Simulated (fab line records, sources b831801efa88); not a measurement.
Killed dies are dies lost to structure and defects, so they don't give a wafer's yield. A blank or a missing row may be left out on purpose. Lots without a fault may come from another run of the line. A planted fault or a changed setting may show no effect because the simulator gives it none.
A struck lot beside a sound one | flow sfq_line | 14 steps out of a route of 325
Sound: wafers L979.2, L979.3, L979.4. Struck: wafers L982.2, L982.5, L982.6. The cause comes at the end.
At each step with rows: each side's tool, then ch and its chambers, then its first start. Under that, the readings that differ: sound wafers | struck wafers | difference of the means | sigmas: that difference in standard deviations of wafers without a fault.
alike: readings whose means differ by less than 2 such deviations, and words and numbers that are the same on both sides. not compared: withheld readings, readings that some wafer has no value for, bounds like >300 that may hide the same value, and numbers for which the record gives no deviation and whose values overlap.
The two part at a step that has a row with sigmas, a row that says differs or no value, or rows on one side only. Numbers that don't overlap but have no deviation are shown without sigmas and don't part them. A reading that every wafer of one side lacks parts them only if that side has two wafers or more.

SFQ_TRILAYER_M2_BARC_OPEN_METAL_ETCH_077: etches BARC in O2, target depth 125 nm, time 41.7 s.
  sound on rie_metal-02 ch 0,1, day 33 08:56; struck on rie_metal-01 ch 0,1, day 34 22:21
  alike: drypump_motor_current_A, he_backside_leak_sccm, oes_product_au
  not compared: rf_hours_counter_h
SFQ_TRILAYER_M2_ETCH_METAL_ETCH_060: etches Nb in Cl2/Ar, stops on SiO2, target depth 240 nm, time 120 s.
  sound on rie_metal-02 ch 0,1, day 33 08:59; struck on rie_metal-01 ch 0,1, day 34 22:26
  alike: drypump_motor_current_A, he_backside_leak_sccm, oes_product_au
  not compared: rf_hours_counter_h
SFQ_TRILAYER_M2_STRIP_STRIP_061: strips in O2.
  sound on rie_metal-02 ch 0,1, day 33 09:07; struck on rie_metal-01 ch 0,1, day 34 22:35
  alike: drypump_motor_current_A, he_backside_leak_sccm, oes_product_au, platen_temp_c
  not compared: rf_hours_counter_h
then, 1 step without rows for these wafers: SFQ_TRILAYER_M2_STRIP_SOLV_CLEAN_062 (cleans in NMP, time 600 s).
SFQ_TRILAYER_I2_DEP_PECVD_063: deposits SiO2 from SiH4/N2O, time 111.11 s, target thk 500 nm.
  sound on pecvd-02 ch 0,2, day 33 09:53; struck on pecvd-02 ch 1,2, day 34 23:34
  alike: heater_power_w, showerhead_vpp_V, throttle_valve_pct
then, 1 step without rows for these wafers: SFQ_TRILAYER_I2_CMP_CMP_064 (polishes SiO2).
SFQ_I2_BOW_MEAS_917:
  sound on film_metro-02, day 33 15:14; struck on film_metro-04, day 35 02:55
  reading     | sound   | struck    | difference | sigmas
  I2_BOW (um) | 15 2 13 | -6 -13 -5 | -18        | -2
SFQ_TRILAYER_I2_METRO_MEASURE_065:
  sound on film_metro-02, day 33 15:32; struck on film_metro-04, day 35 03:13
  alike: thk_nm
then, 4 steps without rows for these wafers: SFQ_TRILAYER_I2_VIA_LITHO_COAT_072 (resist thk 62 nm); SFQ_TRILAYER_I2_VIA_LITHO_COAT_067 (resist thk 650 nm); SFQ_TRILAYER_I2_VIA_LITHO_SOFTBAKE_071; SFQ_TRILAYER_I2_VIA_LITHO_EXPOSE_068 (exposes mask I2, target cd 500 nm).
-- the record jumps here: 6 days lie between the struck wafers' starts before and after --
SFQ_TRILAYER_I2_VIA_LITHO_PEB_070: peb time 60 s.
  sound on litho_track-02 ch 0, day 39 12:17; struck on litho_track-03, day 41 04:14
  no value came back on the struck wafers for chill_plate_temp_C (C), exhaust_pa (Pa); on the sound wafers chill_plate_temp_C (C) reads 23.02 22.96 22.99
then, 1 step without rows for these wafers: SFQ_TRILAYER_I2_VIA_LITHO_DEVELOP_069 (time 60 s).

WHERE THEY PART
First at SFQ_I2_BOW_MEAS_917; last, within this record, at SFQ_TRILAYER_I2_VIA_LITHO_PEB_070.

WHY: what the simulator had put in
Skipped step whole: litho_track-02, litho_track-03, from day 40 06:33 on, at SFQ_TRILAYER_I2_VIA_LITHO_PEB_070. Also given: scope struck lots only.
